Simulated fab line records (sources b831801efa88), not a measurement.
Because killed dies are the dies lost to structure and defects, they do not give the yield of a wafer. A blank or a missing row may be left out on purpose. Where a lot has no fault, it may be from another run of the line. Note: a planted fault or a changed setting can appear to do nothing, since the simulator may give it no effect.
fab line records	flow sky130
record lots=11	wafers=33	lastDay=50
route steps=708 shown POLY_CUT@310 SD_P@327
lots that met no fault: from a run of the same line without faults
startH: the number of hours between the record's first day and the start of the first shown wafer of the lot	waitH: hours from the lot's prior step to this one	" the same as in the row above	L1.1+2: one row covering several wafers at once	- no value, or no start given	* or withheld: withheld	< > ~ a bound
route shown NAME@n: a module of which the file shows steps, and the number in the route of the first	usual: mean/standard deviation taken from wafers without a fault	same: alike in all rows	chamber/n: place in a boat	sites: the reading at each site	_std_site: the standard deviation of these	_edge_site: inner sites' mean taken away from outer sites' mean	radiusMm: for every site, how far away it sits from the centre of the wafer	mask NAME#n: copy n	behind: the tool/chamber that last shaped the wafer	hold: reason for holding the lot/hours on hold/outcome of the hold	device: transistor that didn't switch, given as n, p or np	end of line: tests of these same wafers at the route's end	where a step has no rows: the recipe by itself	killed: count of dies lost to structure and defects at first sort (not the wafer's yield)	map: shows each die of a wafer: x if killed, . if not, _ if none is there
set.NAME: the run value of the setting; set.NAME@STEP: its run value at that earlier step	model.NAME: the simulator's own value behind a step, which no gauge read
steps of the route over a sample of lots; a table a step, a row a wafer
services: the hour from which a tool's chamber was out of use, counted from the record's first day as startH (under 0 if before that day), plus the number of hours and why
## steps
# step SKY_POLY_CUT_COAT_03
# recipe resist=KrF-thick	spinRpm=3000	resistThkNm=450
# usual spinSpeedRpm=2999.6/1.8
lot.wafer	tool	chamber	startH	waitH	spinSpeedRpm
L787.2	lithoTrack-03	0	531	-	2996.5
L787.4	"	0	"	"	2998.8
L787.6	"	0	"	"	2995.0
L789.1	lithoTrack-02	0	560	-	3000.4
L789.3	"	0	"	"	3002.6
L789.5	"	0	"	"	2997.5
L788.3	lithoTrack-03	0	568	-	3001.3
L788.4	"	0	"	"	3000.7
L788.5	"	0	"	"	3000.4
L793.1	lithoTrack-03	0	595	-	2998.7
L793.2	"	0	"	"	2998.1
L793.3	"	0	"	"	3000.6
L795.1	lithoTrack-03	0	608	-	2856.7
L795.2	"	0	"	"	2859.1
L795.5	"	0	"	"	2858.0
L796.3	lithoTrack-03	0	616	-	2855.8
L796.4	"	0	"	"	2859.5
L796.6	"	0	"	"	2855.2
L797.1	lithoTrack-02	0	638	-	2999.7
L797.4	"	0	"	"	3002.1
L797.5	"	0	"	"	3001.0
L807.3	lithoTrack-03	0	707	-	3000.6
L807.4	"	0	"	"	3001.2
L807.6	"	0	"	"	3000.6
L805.1	lithoTrack-03	0	708	-	3000.9
L805.3	"	0	"	"	3002.1
L805.6	"	0	"	"	3001.6
L809.1	lithoTrack-03	0	720	-	2999.2
L809.4	"	0	721	-	3001.3
L809.6	"	0	"	"	2999.3
L810.2	lithoTrack-03	0	739	-	3002.2
L810.5	"	0	"	"	3005.7
L810.6	"	0	"	"	2998.7
# step SKY_POLY_CUT_ETCH_10
# recipe chemistry=N2/H2	target=BARC	ionEnergyEv=200	sourceW=500	biasW=100	pressureMtorr=30	n2FlowSccm=100	h2FlowSccm=200	stopOn=SiO2	timeS=45.9	targetDepthA=600
# usual biasW=99.97/0.29	drypumpMotorCurrentA=5.7/0.48	oesProductAu=0.854/0.005	throttleValvePct=13.225/0.0086
lot.wafer	tool	chamber	startH	waitH	biasW	drypumpMotorCurrentA	oesProductAu	rfHoursCounterH	throttleValvePct
L787.2	rieDiel-02	0	545.90	0.0	99.89	6.1	0.862	2	13.212
L787.4	"	3	"	"	100.23	5.7	0.856	15	13.209
L787.6	"	0	"	"	99.74	6.2	0.863	-	13.237
L789.1	rieDiel-01	0	575.35	0.0	99.77	5.8	0.847	13	13.230
L789.3	"	3	"	"	100.15	6.5	0.853	4	13.227
L789.5	"	3	"	"	100.14	6.5	0.851	-	13.214
L788.3	rieDiel-02	1	583.60	0.0	99.60	4.9	0.853	7	13.229
L788.4	"	2	"	"	100.25	5.9	0.854	68	13.218
L788.5	"	1	"	"	99.73	4.9	0.857	-	13.213
L793.1	rieDiel-01	2	611.27	0.0	100.11	6.2	0.856	0	13.224
L793.2	"	3	"	"	99.75	6.5	0.859	4	13.228
L793.3	"	1	"	"	99.95	5.4	0.860	12	13.229
L795.1	rieDiel-01	2	622.90	0.0	99.53	6.2	0.858	1	13.234
L795.2	"	3	"	"	100.16	6.5	0.860	5	13.226
L795.5	"	2	"	"	99.87	6.2	0.860	-	13.213
L796.3	rieDiel-02	3	630.39	0.0	99.76	5.7	0.856	17	13.226
L796.4	"	0	"	"	99.90	6.1	0.858	-	13.225
L796.6	"	3	"	"	99.80	5.7	0.849	-	13.226
L797.1	rieDiel-04	0	652.40	0.0	100.16	5.1	0.867	3	13.206
L797.4	"	0	"	"	100.07	5.1	0.853	-	13.233
L797.5	"	2	"	"	100.15	5.7	0.862	-	13.214
L807.3	rieDiel-04	3	721.12	0.0	99.69	5.1	0.853	-	13.220
L807.4	"	2	"	"	99.89	5.7	0.858	-	13.223
L807.6	"	2	"	"	99.73	5.7	0.849	-	13.227
L805.1	rieDiel-02	1	722.49	0.0	99.75	4.9	0.848	12	13.217
L805.3	"	2	"	"	100.39	5.9	0.861	2	13.229
L805.6	"	0	"	"	100.60	6.1	0.863	-	13.234
L809.1	rieDiel-04	3	735.00	0.0	100.66	5.2	0.854	16	13.232
L809.4	"	3	"	"	100.42	5.2	0.849	-	13.217
L809.6	"	1	"	"	99.84	6.3	0.855	-	13.223
L810.2	rieDiel-04	1	753.45	0.0	100.05	6.3	0.857	19	13.232
L810.5	"	1	"	"	100.36	6.3	0.842	-	13.210
L810.6	"	2	"	"	100.42	5.7	0.846	-	13.231
# step SKY_POLY_CUT_STRIP_12
# recipe chemistry=O2/N2	powerW=1400	pressureMtorr=1500	platenTempC=withheld	o2FlowSccm=3000	n2FlowSccm=300	overashFraction=0.5
# usual drypumpMotorCurrentA=5.59/0.27	oesProductAu=0.452/0.0045	stripTimeToEndpointS=5.357/0.018
lot.wafer	tool	chamber	startH	waitH	drypumpMotorCurrentA	oesProductAu	rfHoursCounterH	stripTimeToEndpointS
L787.2	plasmaAsher-03	1	545.98	0.0	5.74	0.454	40	5.384
L787.4	"	0	"	"	5.86	0.463	-	5.374
L787.6	"	0	"	"	5.87	0.453	-	5.348
L789.1	plasmaAsher-02	1	575.43	0.0	5.10	0.450	14	5.363
L789.3	"	1	"	"	5.08	0.448	-	5.389
L789.5	"	0	"	"	5.56	0.448	-	5.363
L788.3	plasmaAsher-01	1	583.71	0.1	5.83	0.449	-	5.370
L788.4	"	0	"	"	5.44	0.451	-	5.352
L788.5	"	0	"	"	5.45	0.463	-	5.372
L793.1	plasmaAsher-01	1	611.35	0.0	5.82	0.453	81	5.350
L793.2	"	0	"	"	5.44	0.456	81	5.395
L793.3	"	1	"	"	5.83	0.452	-	5.375
L795.1	plasmaAsher-03	1	622.98	0.0	5.75	0.455	47	5.433
L795.2	"	0	"	"	5.88	0.454	47	5.476
L795.5	"	1	"	"	5.73	0.456	-	5.448
L796.3	plasmaAsher-02	0	630.51	0.1	5.56	0.457	-	5.485
L796.4	"	1	"	"	5.09	0.458	-	5.491
L796.6	"	0	"	"	5.56	0.464	-	5.464
L797.1	plasmaAsher-01	1	652.48	0.0	5.84	0.451	85	5.344
L797.4	"	1	"	"	5.83	0.453	-	5.357
L797.5	"	0	"	"	5.42	0.459	-	5.352
L807.3	plasmaAsher-03	0	721.26	0.1	5.88	0.448	-	5.357
L807.4	"	1	"	"	5.80	0.450	-	5.343
L807.6	"	0	"	"	5.91	0.449	-	5.341
L805.1	plasmaAsher-02	0	722.57	0.0	5.58	0.454	29	5.363
L805.3	"	0	"	"	5.56	0.455	-	5.364
L805.6	"	0	"	"	5.56	0.451	-	5.372
L809.1	plasmaAsher-03	0	735.08	0.0	5.89	0.459	57	5.360
L809.4	"	1	"	"	5.76	0.449	-	5.354
L809.6	"	0	"	"	5.88	0.453	-	5.341
L810.2	plasmaAsher-01	0	753.53	0.0	5.45	0.460	94	5.351
L810.5	"	0	"	"	5.44	0.453	-	5.362
L810.6	"	1	"	"	5.86	0.453	-	5.370
# step SKY_SD_P_CD_MEAS_07
# recipe targetCdNm=380
# usual cdNm=379.1/2.6
lot.wafer	tool	chamber	startH	waitH	cdNm
L787.2	cdSem-01	-	574.76	0.1	378.5
L787.4	"	-	"	"	379.6
L787.6	"	-	"	"	380.9
L789.1	cdSem-01	-	604.59	0.1	378.3
L789.3	"	-	"	"	376.3
L789.5	"	-	"	"	376.3
L788.3	cdSem-01	-	612.90	0.2	381.4
L788.4	"	-	"	"	382.2
L788.5	"	-	"	"	384.2
L793.1	cdSem-02	-	639.09	0.1	377.0
L793.2	"	-	"	"	377.2
L793.3	"	-	"	"	374.4
L795.1	cdSem-01	-	650.94	0.1	385.6
L795.2	"	-	"	"	384.7
L795.5	"	-	"	"	384.2
L796.3	cdSem-01	-	658.78	0.1	377.1
L796.4	"	-	"	"	378.0
L796.6	"	-	"	"	379.4
L797.1	cdSem-02	-	681.09	0.1	380.9
L797.4	"	-	"	"	381.1
L797.5	"	-	"	"	381.3
L807.3	cdSem-02	-	747.83	0.1	378.9
L807.4	"	-	"	"	376.6
L807.6	"	-	"	"	375.9
L805.1	cdSem-02	-	749.64	0.1	377.6
L805.3	"	-	"	"	376.7
L805.6	"	-	"	"	374.6
L809.1	cdSem-01	-	762.39	0.1	378.3
L809.4	"	-	"	"	376.6
L809.6	"	-	"	"	377.6
L810.2	cdSem-01	-	779.91	0.1	377.0
L810.5	"	-	"	"	375.6
L810.6	"	-	"	"	375.8
# step SKY_SD_P_STRIP_10
# recipe chemistry=O2/N2	powerW=1400	pressureMtorr=1500	platenTempC=withheld	o2FlowSccm=3000	n2FlowSccm=300	overashFraction=0.5
# usual drypumpMotorCurrentA=5.7/0.32	oesProductAu=0.618/0.0043	stripTimeToEndpointS=17.50/0.045
lot.wafer	tool	chamber	startH	waitH	drypumpMotorCurrentA	oesProductAu	rfHoursCounterH	stripTimeToEndpointS
L787.2	plasmaAsher-01	1	575.05	0.1	5.8	0.612	77	17.52
L787.4	"	0	"	"	5.5	0.610	-	17.51
L787.6	"	0	"	"	5.4	0.622	-	17.49
L789.1	plasmaAsher-03	0	604.89	0.1	5.9	0.619	46	17.46
L789.3	"	0	"	"	5.9	0.614	-	17.44
L789.5	"	0	"	"	5.9	0.619	-	17.46
L788.3	plasmaAsher-01	1	613.19	0.1	5.8	0.608	-	17.53
L788.4	"	0	"	"	5.4	0.617	-	17.55
L788.5	"	1	"	"	5.8	0.617	-	17.57
L793.1	plasmaAsher-01	1	639.40	0.1	5.8	0.616	83	17.50
L793.2	"	0	"	"	5.4	0.616	83	17.52
L793.3	"	0	"	"	5.5	0.617	-	17.54
L795.1	plasmaAsher-04	1	651.25	0.1	5.3	0.610	102	17.52
L795.2	"	0	"	"	6.3	0.616	102	17.50
L795.5	"	1	"	"	5.3	0.610	-	17.47
L796.3	plasmaAsher-01	0	659.07	0.1	5.4	0.615	-	17.52
L796.4	"	1	"	"	5.8	0.619	-	17.48
L796.6	"	1	"	"	5.8	0.621	-	17.54
L797.1	plasmaAsher-03	0	681.40	0.1	5.9	0.619	52	17.48
L797.4	"	0	"	"	5.9	0.619	-	17.44
L797.5	"	0	"	"	5.9	0.621	-	17.47
L807.3	plasmaAsher-04	0	748.12	0.1	6.3	0.620	-	17.48
L807.4	"	1	"	"	5.2	0.622	-	17.51
L807.6	"	0	"	"	6.3	0.621	-	17.51
L805.1	plasmaAsher-04	0	749.94	0.1	6.3	0.619	1	17.54
L805.3	"	1	"	"	5.3	0.613	-	17.49
L805.6	"	0	"	"	6.3	0.616	-	17.52
L809.1	plasmaAsher-03	0	762.70	0.1	5.9	0.622	60	17.50
L809.4	"	1	"	"	5.8	0.625	-	17.50
L809.6	"	1	"	"	5.7	0.624	-	17.50
L810.2	plasmaAsher-04	1	780.20	0.1	5.3	0.610	3	17.41
L810.5	"	1	"	"	5.2	0.605	-	17.45
L810.6	"	0	"	"	6.3	0.616	-	17.44
## services
tool	chamber	startH	hours	kind
rieDiel-01	-	516.79	2.8	pm
plasmaAsher-02	-	540.61	2.1	repair
rieDiel-01	-	565.18	0.8	repair
rieDiel-01	1	584.87	1.6	repair
rieDiel-02	3	606.80	9.4	repair
rieDiel-02	2	624.31	-	clean
rieDiel-02	2	624.31	27.5	scheduledDown
rieDiel-02	2	624.31	27.5	ventCycle
rieDiel-04	3	639.14	23.3	repair
plasmaAsher-03	-	667.76	11.0	repair
plasmaAsher-01	-	704.36	2.3	repair
rieDiel-04	0	714.26	33.5	repair
plasmaAsher-01	-	721.53	4.0	repair
plasmaAsher-03	-	721.92	3.1	repair
plasmaAsher-04	-	733.75	9.0	pm
plasmaAsher-04	0	733.75	9.0	ventCycle
plasmaAsher-04	1	733.75	9.0	ventCycle
plasmaAsher-04	0	742.75	-	clean
plasmaAsher-04	1	742.75	-	clean
rieDiel-02	-	746.08	10.0	pm
plasmaAsher-04	-	751.25	2.8	pm
plasmaAsher-04	-	754.61	2.3	repair
rieDiel-02	3	764.80	5.5	repair
plasmaAsher-02	-	767.70	2.8	pm
## key
firstSign step=SKY_POLY_CUT_COAT_03	reading=spinSpeedRpm	direction=down	sigmas=79	usual=2999.6	struck=2857.4
effect step=SKY_POLY_CUT_STRIP_12	reading=stripTimeToEndpointS	direction=up	sigmas=6	usual=*	struck=*
metAt SKY_POLY_CUT_COAT_03
struckLots L795,L796
testerLeftOut L795,L796
notActingAt SKY_POLY_CUT_ETCH_10,SKY_SD_P_CD_MEAS_07,SKY_SD_P_STRIP_10
onsetBetween 595 608
fault kind=processParameterDrift	tool=lithoTrack-03	chamber=-	onsetH=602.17	steps=SKY_POLY_CUT_COAT_03	channel=spinRpm	offset=-142.68	shape=step	endH=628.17	actsIn=theseRecipesOnly	stated=3000
# testerLeftOut: of these lots the tester's yield and bins aren't shown, on N5 and GAA mostly nor the transistor test; their killed dies are dies lost to structure and defects alone, not to doping, threshold or leakage, so they don't give the yield
